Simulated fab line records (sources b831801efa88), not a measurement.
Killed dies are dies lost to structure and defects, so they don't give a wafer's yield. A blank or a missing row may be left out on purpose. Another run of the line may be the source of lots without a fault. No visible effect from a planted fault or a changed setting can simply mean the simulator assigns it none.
fab line records | flow sky130
record: lots: 6 wafers: 18 last_day: 49
route steps=708 shown LDD_HVP@285 LDD_LDN@289 PAD_OPEN@708
lots that met no fault: taken from a fault-free run of the same line
start_h: start of the lot's first displayed wafer, in hours after the record's first day | wait_h: time in hours since the lot's previous step | " the same as in the row above | L1.1+2: several wafers, shown together as one row | - either no value or no given start | * or withheld: withheld | < > ~ a bound
route shown NAME@n: NAME is a module with steps in the file, n the number in the route of the first one | usual: mean/standard deviation of fault-free wafers | same: alike in all rows | chamber/n: place in a boat | sites: per-site readings | _std_site: standard deviation across them | _edge_site: the outer-site mean with the inner-site mean subtracted | radius_mm: for every site, how far away it sits from the centre of the wafer | mask NAME#n: copy n | behind: tool/chamber where the wafer was last shaped | hold: why the lot went on hold/how many hours it stayed there/how the hold came to an end | device: names the non-switching transistor (n, p or np) | end of line: at the end of the route, the tests of the same wafers | where a step has no rows: the recipe by itself | killed: not the wafer's yield, but the dies lost to structure and defects at the first sort | map: a wafer's dies, marking killed ones x, the rest . and places with no die _
set.NAME: the setting that was run; set.NAME@STEP: the one run at that earlier step | model.NAME: the simulator's own value behind a step, which no gauge read
lots at selected steps of the route; one table per step, one row per wafer
services: when a tool's chamber went out of use (start_h, in hours from the record's first day, below 0 if earlier), for how many hours, and the reason
== steps ==
step: SKY_LDD_HVP_OVL_MEAS_07
usual: LDD_HVP_OVL: -0.6/1.3
columns lot.wafer tool chamber start_h wait_h LDD_HVP_OVL[nm]
L798.3 overlay-01 - 539.98 0.1 0.5
L798.4 " - " " 0.5
L798.5 " - " " 0.4
L800.3 overlay-01 - 554.48 0.1 1.0
L800.4 " - " " 1.8
L800.6 " - " " 1.7
L809.3 overlay-01 - 627.12 0.1 1.4
L809.4 " - " " 2.0
L809.5 " - " " 1.3
L813.3 overlay-02 - 648.03 0.1 -0.7
L813.4 " - " " 0.2
L813.5 " - " " -0.4
L812.3 overlay-02 - 649.82 0.1 -1.2
L812.4 " - " " -1.6
L812.5 " - " " -1.8
L814.3 overlay-02 - 660.92 0.1 -1.6
L814.5 " - " " 0.9
L814.6 " - " " -1.4
step: SKY_LDD_HVP_IMPLANT_08
recipe: species: B energy_kev: 20 dose_cm2: 1.7e+13 tilt_deg: 17.9
step: SKY_LDD_HVP_STRIP_09
recipe: chemistry: O2/N2 power_w: 1400 pressure_mtorr: 1500 platen_temp_c: withheld o2_flow_sccm: 3000 n2_flow_sccm: 300 overash_fraction: 0.5
usual: drypump_motor_current_A: 5.4/0.37 oes_product_au: 0.408/0.0047 strip_time_to_endpoint_s: 4.137/0.012
columns lot.wafer tool chamber start_h wait_h drypump_motor_current_A oes_product_au strip_time_to_endpoint_s
L798.3 plasma_asher-01 0 540.18 0.1 5.1 0.402 4.129
L798.4 " 1 " " 5.0 0.410 4.123
L798.5 " 0 " " 5.1 0.412 4.127
L800.3 plasma_asher-04 0 554.68 0.1 5.1 0.415 4.135
L800.4 " 1 " " 5.4 0.405 4.127
L800.6 " 0 " " 5.1 0.399 4.144
L809.3 plasma_asher-01 0 627.33 0.1 5.1 0.408 4.128
L809.4 " 1 " " 5.0 0.406 4.123
L809.5 " 1 " " 5.0 0.413 4.139
L813.3 plasma_asher-03 1 648.23 0.1 5.3 0.412 4.140
L813.4 " 0 " " 6.1 0.399 4.113
L813.5 " 1 " " 5.3 0.410 4.145
L812.3 plasma_asher-03 0 650.03 0.1 6.1 0.408 4.130
L812.4 " 1 " " 5.3 0.404 4.112
L812.5 " 1 " " 5.3 0.408 4.116
L814.3 plasma_asher-03 1 661.13 0.1 5.3 0.405 4.131
L814.5 " 0 " " 6.1 0.410 4.138
L814.6 " 1 " " 5.3 0.409 4.153
step: SKY_LDD_HVP_TW_MEAS_10
usual: LDD_HVP_TW: 455.8/2.3
columns lot.wafer tool chamber start_h wait_h LDD_HVP_TW
L798.3 film_metro-01 - 540.27 0.1 453.9
L798.4 " - " " 459.1
L798.5 " - " " 456.0
L800.3 film_metro-01 - 554.77 0.1 456.2
L800.4 " - " " 458.2
L800.6 " - " " 456.6
L809.3 film_metro-01 - 627.41 0.1 454.5
L809.4 " - " " 452.6
L809.5 " - " " 452.5
L813.3 film_metro-04 - 648.32 0.1 457.6
L813.4 " - " " 456.6
L813.5 " - " " 455.2
L812.3 film_metro-01 - 650.11 0.1 454.7
L812.4 " - " " 458.8
L812.5 " - " " 458.5
L814.3 film_metro-02 - 661.21 0.1 458.1
L814.5 " - " " 457.3
L814.6 " - " " 453.8
step: SKY_LDD_LDN_DEHYDRATE_00
recipe: temp_c: 200 time_s: 60
step: SKY_LDD_LDN_HMDS_01
recipe: prime_time_s: 60 prime_temp_c: 120
step: SKY_LDD_LDN_COAT_02
recipe: resist: NOVOLAK spin_rpm: 3000 resist_thk_nm: 1140
step: SKY_LDD_LDN_SOFTBAKE_03
recipe: temp_c: 90 time_s: 60 resist: NOVOLAK
step: SKY_LDD_LDN_EXPOSE_04
recipe: mask_id: LDNTM na: 0.6 source_shape: conventional sigma_outer: 0.6 polarization: unpolarized target_cd_nm: 700 dose_mj: 140
step: SKY_LDD_LDN_PEB_05
recipe: temp_c: withheld time_s: * resist: NOVOLAK
step: SKY_LDD_LDN_DEVELOP_06
recipe: resist: NOVOLAK developer: TMAH develop_time_s: 60 dev_temp_c: 23
step: SKY_LDD_LDN_OVL_MEAS_07
usual: LDD_LDN_OVL: 0.1/1.5
columns lot.wafer tool chamber start_h wait_h LDD_LDN_OVL[nm]
L798.3 overlay-02 - 569.37 0.1 -1.0
L798.4 " - " " -0.1
L798.5 " - " " 0.3
L800.3 overlay-01 - 583.99 0.1 0.3
L800.4 " - " " 0.3
L800.6 " - " " 0.5
L809.3 overlay-02 - 655.07 0.1 1.1
L809.4 " - " " 0.8
L809.5 " - " " -0.9
L813.3 overlay-02 - 676.03 0.1 0.9
L813.4 " - " " 0.7
L813.5 " - " " -0.1
L812.3 overlay-02 - 677.28 0.1 0.0
L812.4 " - " " -0.2
L812.5 " - " " -0.6
L814.3 overlay-02 - 688.58 0.1 2.9
L814.5 " - " " 1.8
L814.6 " - " " 1.8
step: SKY_LDD_LDN_IMPLANT_08
recipe: species: As energy_kev: 15 dose_cm2: 1.25e+13 tilt_deg: withheld rotation_deg: 23
usual: beam_on_s: 10.01/0.18 dose_ions_cm2: 1.25e+13/1.3e+10 end_station_pressure_torr: 5.03e-06/2.7e-07 faraday_current_uA: 70.4/1.3
columns lot.wafer tool chamber start_h wait_h beam_on_s dose_ions_cm2 end_station_pressure_torr faraday_current_uA
L798.3 implanter-01 0 569.44 0.1 10.18 1.2509e+13 4.79e-06 68.9
L798.4 " 0 " " 10.00 1.2516e+13 5.25e-06 70.9
L798.5 " 0 " " 9.92 1.252e+13 4.65e-06 71.0
L800.3 implanter-02 0 584.27 0.3 10.13 1.2486e+13 5.08e-06 69.5
L800.4 " 0 " " 10.00 1.2493e+13 4.97e-06 70.8
L800.6 " 0 " " 9.84 1.249e+13 5.18e-06 71.4
L809.3 implanter-02 0 655.14 0.1 9.95 7.25e+12 4.9e-06 41.1
L809.4 " 0 " " 9.69 7.265e+12 5.08e-06 42.4
L809.5 " 0 " " 9.99 7.248e+12 5.43e-06 41.1
L813.3 implanter-01 0 676.10 0.1 9.82 1.2498e+13 5.25e-06 71.6
L813.4 " 0 " " 9.81 1.2494e+13 5e-06 71.9
L813.5 " 0 " " 10.13 1.2501e+13 5.29e-06 69.5
L812.3 implanter-02 0 677.35 0.1 9.83 7.261e+12 5.12e-06 41.7
L812.4 " 0 " " 9.91 7.266e+12 4.96e-06 41.4
L812.5 " 0 " " 9.85 7.262e+12 5.24e-06 41.4
L814.3 implanter-01 0 688.65 0.1 10.20 1.2509e+13 5.14e-06 68.8
L814.5 " 0 " " 9.81 1.2508e+13 5.11e-06 71.7
L814.6 " 0 " " 9.75 1.2499e+13 4.98e-06 72.1
step: SKY_LDD_LDN_IMPLANT_09
recipe: species: As energy_kev: 15 dose_cm2: 1.25e+13 tilt_deg: withheld rotation_deg: 113
step: SKY_LDD_LDN_IMPLANT_10
recipe: species: As energy_kev: 15 dose_cm2: 1.25e+13 tilt_deg: withheld rotation_deg: 203
step: SKY_LDD_LDN_IMPLANT_11
recipe: species: As energy_kev: 15 dose_cm2: 1.25e+13 tilt_deg: withheld rotation_deg: 293
step: SKY_LDD_LDN_STRIP_12
recipe: chemistry: O2/N2 power_w: 1400 pressure_mtorr: 1500 platen_temp_c: withheld o2_flow_sccm: 3000 n2_flow_sccm: 300 overash_fraction: 0.5
usual: drypump_motor_current_A: 5.20/0.26 oes_product_au: 0.715/0.0047 strip_time_to_endpoint_s: 14.17/0.044
columns lot.wafer tool chamber start_h wait_h drypump_motor_current_A oes_product_au strip_time_to_endpoint_s
L798.3 plasma_asher-02 1 570.03 0.1 5.68 0.713 14.19
L798.4 " 0 " " 4.93 0.715 14.19
L798.5 " 1 " " 5.68 0.717 14.20
L800.3 plasma_asher-04 1 584.85 0.1 5.34 0.722 14.19
L800.4 " 0 " " 5.11 0.722 14.22
L800.6 " 1 " " 5.35 0.717 14.14
L809.3 plasma_asher-02 1 655.73 0.1 5.67 0.724 14.14
L809.4 " 0 " " 4.93 0.708 14.17
L809.5 " 1 " " 5.66 0.720 14.10
L813.3 plasma_asher-01 1 676.68 0.1 5.04 0.712 14.13
L813.4 " 0 " " 5.07 0.717 14.13
L813.5 " 1 " " 5.03 0.706 14.09
L812.3 plasma_asher-04 0 677.93 0.1 5.12 0.713 14.18
L812.4 " 1 " " 5.34 0.711 14.26
L812.5 " 1 " " 5.31 0.715 14.19
L814.3 plasma_asher-01 1 689.23 0.1 5.05 0.714 14.23
L814.5 " 1 " " 5.05 0.713 14.22
L814.6 " 0 " " 5.08 0.724 14.23
step: SKY_LDD_LDN_TW_MEAS_13
usual: LDD_LDN_TW: 1477/6.9
columns lot.wafer tool chamber start_h wait_h LDD_LDN_TW
L798.3 film_metro-01 - 570.11 0.1 1472
L798.4 " - " " 1474
L798.5 " - " " 1477
L800.3 film_metro-01 - 584.94 0.1 1483
L800.4 " - " " 1466
L800.6 " - " " 1467
L809.3 film_metro-04 - 655.81 0.1 1427
L809.4 " - " " 1422
L809.5 " - " " 1420
L813.3 film_metro-01 - 676.77 0.1 1487
L813.4 " - " " 1486
L813.5 " - " " 1484
L812.3 film_metro-01 - 678.02 0.1 1437
L812.4 " - " " 1440
L812.5 " - " " 1434
L814.3 film_metro-01 - 689.32 0.1 1486
L814.5 " - " " 1477
L814.6 " - " " 1484
step: SKY_LDD_LDN_CLEAN_14
recipe: chemistry: SC1/SC2 mix: 1:4:20 temp_c: 70 time_s: 150 dry: n2_spin
step: SKY_PAD_OPEN_PROBE_99
usual: killed_at_M0_to_M3: 44/7.3 killed_at_M4_up: 3.0/1.9 killed_at_contacts: 24/5 killed_at_front_end: 16/4.5 killed_at_other: 0.3/0.46 killed_dies: 87/10 killed_open: 47/8.3 killed_short: 39/6.4
same: gross_dies: 492 killed_at_back_side: 0
columns lot.wafer tool chamber start_h wait_h killed_at_M0_to_M3 killed_at_M4_up killed_at_contacts killed_at_front_end killed_at_other killed_dies killed_open killed_short model.etest.tip_sonos.rs_ohm_sq
L798.3 prober-01 - 1102.83 0.2 56 2 27 20 0 105 66 39 2719
L798.4 prober-01 - 1102.88 0.2 50 4 23 21 0 98 62 36 2745
L798.5 prober-01 - 1102.93 0.2 58 8 24 21 0 111 66 45 2727
L800.3 prober-02 - 1115.68 0.2 51 3 19 11 0 84 48 36 2742
L800.4 prober-02 - 1115.73 0.2 45 3 26 10 0 84 51 33 2740
L800.6 prober-02 - 1115.83 0.2 43 4 27 14 0 88 50 38 2747
L809.3 prober-02 - 1162.85 0.2 45 6 23 18 0 92 52 40 2803
L809.4 prober-02 - 1162.90 0.2 41 5 23 12 0 81 43 38 2749
L809.5 prober-02 - 1162.95 0.2 43 1 16 13 1 74 33 41 2753
L812.3 prober-01 - 1177.27 0.2 49 2 22 19 1 93 53 40 2808
L812.4 prober-01 - 1177.32 0.2 43 1 21 13 0 78 36 42 2908
L812.5 prober-01 - 1177.37 0.2 42 1 20 17 1 81 47 34 2839
L813.3 prober-02 - 1177.88 0.2 35 3 25 12 0 75 45 30 2696
L813.4 prober-02 - 1177.93 0.2 35 4 27 13 0 79 43 36 2665
L813.5 prober-02 - 1177.98 0.2 38 3 21 15 0 77 35 42 2677
L814.3 prober-01 - 1179.23 0.2 33 6 30 11 0 80 47 33 2664
L814.5 prober-01 - 1179.33 0.2 46 3 31 10 0 90 48 42 2743
L814.6 prober-01 - 1179.38 0.2 43 1 27 20 0 91 53 38 2704
killed by level:class
L798.3 CONTACT:geometric_particle:open=14 VIA1:geometric_particle:open=12 VIA3:geometric_particle:open=10 FIELD_ISO:geometric_particle:open=8 LI_CONTACT:geometric_particle:open=6 VIA1:geometric_particle:short=6 VIA2:geometric_particle:open=5 FIELD_ISO:geometric_particle:short=5
L798.4 VIA1:geometric_particle:open=12 CONTACT:geometric_particle:open=10 VIA3:geometric_particle:open=8 FIELD_ISO:geometric_particle:open=7 LI_CONTACT:geometric_particle:open=7 VIA3:geometric_particle:short=6 VIA1:geometric_particle:short=5 VIA2:geometric_particle:open=5
L798.5 VIA3:geometric_particle:open=12 CONTACT:geometric_particle:open=12 VIA1:geometric_particle:open=11 VIA1:geometric_particle:short=8 POLY_GATE:geometric_particle:open=7 VIA2:geometric_particle:open=7 VIA3:geometric_particle:short=6 LI_CONTACT:geometric_particle:open=5
L800.3 VIA1:geometric_particle:open=14 VIA2:geometric_particle:open=9 METAL2:geometric_particle:short=7 CONTACT:geometric_particle:open=6 CONTACT:geometric_particle:short=5 VIA3:geometric_particle:open=5 METAL3:geometric_particle:short=4 LI_CONTACT:geometric_particle:open=4
L800.4 VIA1:geometric_particle:open=18 CONTACT:geometric_particle:open=10 VIA3:geometric_particle:open=6 LI_CONTACT:geometric_particle:open=5 CONTACT:geometric_particle:short=5 LI_CONTACT:geometric_particle:short=4 VIA1:geometric_particle:short=4 VIA2:geometric_particle:open=4
L800.6 VIA1:geometric_particle:open=12 CONTACT:geometric_particle:open=11 LI_CONTACT:geometric_particle:open=9 METAL2:geometric_particle:short=7 FIELD_ISO:geometric_particle:short=5 VIA1:geometric_particle:short=5 FIELD_ISO:geometric_particle:open=4 LOCAL_INTERCONNECT:geometric_particle:short=4
L809.3 VIA1:geometric_particle:open=12 CONTACT:geometric_particle:open=9 VIA3:geometric_particle:open=7 FIELD_ISO:geometric_particle:open=6 VIA2:geometric_particle:open=6 METAL2:geometric_particle:short=6 LI_CONTACT:geometric_particle:open=5 FIELD_ISO:geometric_particle:short=4
L809.4 METAL1:geometric_particle:short=10 CONTACT:geometric_particle:open=9 VIA3:geometric_particle:open=8 VIA1:geometric_particle:open=6 LI_CONTACT:geometric_particle:open=6 FIELD_ISO:geometric_particle:open=5 METAL4:geometric_particle:short=4 VIA2:geometric_particle:short=4
L809.5 VIA1:geometric_particle:open=10 METAL1:geometric_particle:short=8 LI_CONTACT:geometric_particle:open=7 FIELD_ISO:geometric_particle:short=4 FIELD_ISO:geometric_particle:open=4 LI_CONTACT:geometric_particle:short=4 VIA2:geometric_particle:open=4 VIA3:geometric_particle:short=4
L812.3 CONTACT:geometric_particle:open=10 METAL1:geometric_particle:short=9 VIA1:geometric_particle:open=9 VIA2:geometric_particle:open=7 METAL3:geometric_particle:short=6 POLY_GATE:geometric_particle:open=5 LI_CONTACT:geometric_particle:open=5 LOCAL_INTERCONNECT:geometric_particle:short=5
L812.4 METAL2:geometric_particle:short=9 VIA1:geometric_particle:open=8 METAL1:geometric_particle:short=7 VIA2:geometric_particle:open=6 CONTACT:geometric_particle:open=6 LI_CONTACT:geometric_particle:open=5 CONTACT:geometric_particle:short=5 FIELD_ISO:geometric_particle:short=4
L812.5 CONTACT:geometric_particle:open=9 METAL2:geometric_particle:short=7 VIA1:geometric_particle:open=7 VIA3:geometric_particle:open=6 LI_CONTACT:geometric_particle:open=5 METAL1:geometric_particle:short=5 VIA2:geometric_particle:open=5 FIELD_ISO:geometric_particle:open=4
L813.3 VIA1:geometric_particle:open=10 CONTACT:geometric_particle:short=8 LI_CONTACT:geometric_particle:open=7 CONTACT:geometric_particle:open=7 VIA2:geometric_particle:open=7 POLY_GATE:geometric_particle:short=4 METAL1:geometric_particle:short=4 VIA1:geometric_particle:short=3
L813.4 CONTACT:geometric_particle:open=11 VIA1:geometric_particle:open=7 POLY_GATE:geometric_particle:short=6 LI_CONTACT:geometric_particle:open=6 VIA2:geometric_particle:open=6 CONTACT:geometric_particle:short=5 POLY_GATE:geometric_particle:open=4 METAL2:geometric_particle:short=4
L813.5 VIA1:geometric_particle:open=8 VIA1:geometric_particle:short=7 CONTACT:geometric_particle:open=6 LI_CONTACT:geometric_particle:short=5 VIA2:geometric_particle:open=5 FIELD_ISO:geometric_particle:open=4 LI_CONTACT:geometric_particle:open=4 CONTACT:geometric_particle:short=4
L814.3 CONTACT:geometric_particle:open=16 VIA2:geometric_particle:open=9 VIA1:geometric_particle:open=8 VIA3:geometric_particle:open=6 LOCAL_INTERCONNECT:geometric_particle:short=5 FIELD_ISO:geometric_particle:short=4 METAL4:geometric_particle:short=4 POLY_GATE:geometric_particle:short=4
L814.5 VIA1:geometric_particle:open=17 CONTACT:geometric_particle:open=11 METAL2:geometric_particle:short=8 LOCAL_INTERCONNECT:geometric_particle:short=7 LI_CONTACT:geometric_particle:open=5 VIA3:geometric_particle:open=5 LI_CONTACT:geometric_particle:short=4 CONTACT:geometric_particle:short=4
L814.6 CONTACT:geometric_particle:open=13 VIA1:geometric_particle:open=13 VIA1:geometric_particle:short=8 LI_CONTACT:geometric_particle:open=7 POLY_GATE:geometric_particle:open=6 FIELD_ISO:geometric_particle:short=5 METAL2:geometric_particle:short=4 LOCAL_INTERCONNECT:geometric_particle:short=4
== services ==
columns tool chamber start_h hours kind
implanter-02 - 626.88 1.4 repair
plasma_asher-02 - 661.57 6.3 repair
implanter-02 - 666.09 10.0 repair
implanter-01 - 678.25 6.1 pm
== key ==
first_sign: step: SKY_LDD_LDN_IMPLANT_08 reading: dose_ions_cm2 direction: down sigmas: 99+ usual: * struck: *
effect: step: SKY_LDD_LDN_IMPLANT_08 reading: faraday_current_uA direction: down sigmas: 22 usual: 70.4 struck: 41.5
effect: step: SKY_LDD_LDN_TW_MEAS_13 reading: LDD_LDN_TW direction: down sigmas: 6.7 usual: 1477 struck: 1430
model_effect: step: SKY_PAD_OPEN_PROBE_99 value: etest.tip_sonos.rs_ohm_sq without: 2644 struck: 2810
met_at SKY_LDD_LDN_IMPLANT_08
struck_wafers L809.3,L809.4,L809.5,L812.3,L812.4,L812.5
tester_left_out L809,L812
onset_between 584.27 655.14
fault: kind: process_parameter_drift tool: implanter-02 chamber: - onset_h: 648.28 steps: SKY_LDD_LDN_IMPLANT_08 channel: dose_cm2 offset: * shape: step end_h: 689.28 acts_in: * stated: *
tester_left_out: of these lots the tester's yield and bins aren't shown, on N5 and GAA mostly nor the transistor test; their killed dies are dies lost to structure and defects alone, not to doping, threshold or leakage, so they don't give the yield
